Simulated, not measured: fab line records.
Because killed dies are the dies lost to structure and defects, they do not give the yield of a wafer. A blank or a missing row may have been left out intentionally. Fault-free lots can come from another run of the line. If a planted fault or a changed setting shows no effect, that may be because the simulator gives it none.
8D (eight disciplines) problem report, filled in by code | flow gf180mcu | the parts of the form that need people (team, actions taken, sign-off) are left out

== 1. THE PROBLEM ==
Across 6 wafers from 2 lots, NSD_RS at GF_PSD_RS_MEAS_14 averages 45.35 ohm/sq, while fault-free wafers read 46.42 ohm/sq with a standard deviation of 0.084. That puts it -13 standard deviations away from the usual mean.
The step: measures by four-point-probe.
Seen first at day 17 01:03 on filmMetro-03, wafer L883.1. The record has a number at this step for 39 wafers belonging to 13 lots. By rule, "out" or "out of limits" means more than 4 standard deviations away from the usual mean. The other wafers with a number count as sound.

== 2. WHAT IT IS AND WHAT IT IS NOT ==
question                    | is                     | is not
which readings at this step | NSD_RS                 | -
which lots                  | L883, L885             | L875, L876, L880, L888, L890, L891, L892, L895, L896, L897, L898
which wafers of those lots  | all that have a number | -
read on which gauges        | filmMetro-03           | filmMetro-02, filmMetro-04
when                        | from day 17 01:03      | up to then (9 sound wafers); but 24 sound wafers of L888, L890, L891, L892, L895, L896, L897, L898 came after

== 3. SUSPECTS, AND WHAT RULES EACH OUT ==
Counting: a tool at any process step up to the reading remains a suspect when it ran all the lots that are out and ran no sound lot after the first of those.
- the gauge at GF_PSD_RS_MEAS_14 is ruled out. All the wafers that are out were read on filmMetro-03, but those of them that GF_NSD_IMPLANT_10 has rows for are out there too, on other tools.
- implanter-03 at GF_NSD_IMPLANT_10: ruled out as a lasting fault. Sound lots L895, L896, L898 ran on it after its first lot that is out, L883 (day 16 01:53).
Left after counting: nothing in the record.

== 4. THE CAUSE (what the simulator had put in) ==
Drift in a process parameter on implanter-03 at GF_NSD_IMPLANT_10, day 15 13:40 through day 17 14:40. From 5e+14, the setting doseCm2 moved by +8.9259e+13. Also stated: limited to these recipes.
It was ruled out by counting, in error; the rule expects a fault to strike all lots run on its tool from its start on, and this fault did not.

== 5. SEQUENCE OF EFFECTS, ordered by route ==
Each row: a reading whose mean over the struck wafers that have a number lies more than 3 standard deviations from the usual. Scope: only readings with a usual standard deviation given in the record; hours: median across lots of the time from each lot's start at the first step in this table that gives one to its start at this step; sigmas: change in usual standard deviations.
hours | step              | reading          | usual        | on struck wafers | change | sigmas
0     | GF_NSD_IMPLANT_10 | doseIonsCm2      | 5e+14        | 6e+14            | +9e+13 | +99 or more
0     | GF_NSD_IMPLANT_10 | faradayCurrentUA | 2779         | 3326             | +548   | +9.4
24    | GF_PSD_RS_MEAS_14 | NSD_RS           | 46.42 ohm/sq | 45.35            | -1.07  | -13
Its process steps:
- GF_NSD_IMPLANT_10

== 6. HOW IT WOULD HAVE BEEN CAUGHT EARLIER ==
The first out-of-limits reading at a measuring or inspecting step in this record came at day 17 01:03, 35 hours after the fault's start at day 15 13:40.
At GF_NSD_IMPLANT_10, the tool's own readings (doseIonsCm2, faradayCurrentUA) were out on each struck wafer the step has a row for, so an alarm limit on them would have fired on the first such wafer.
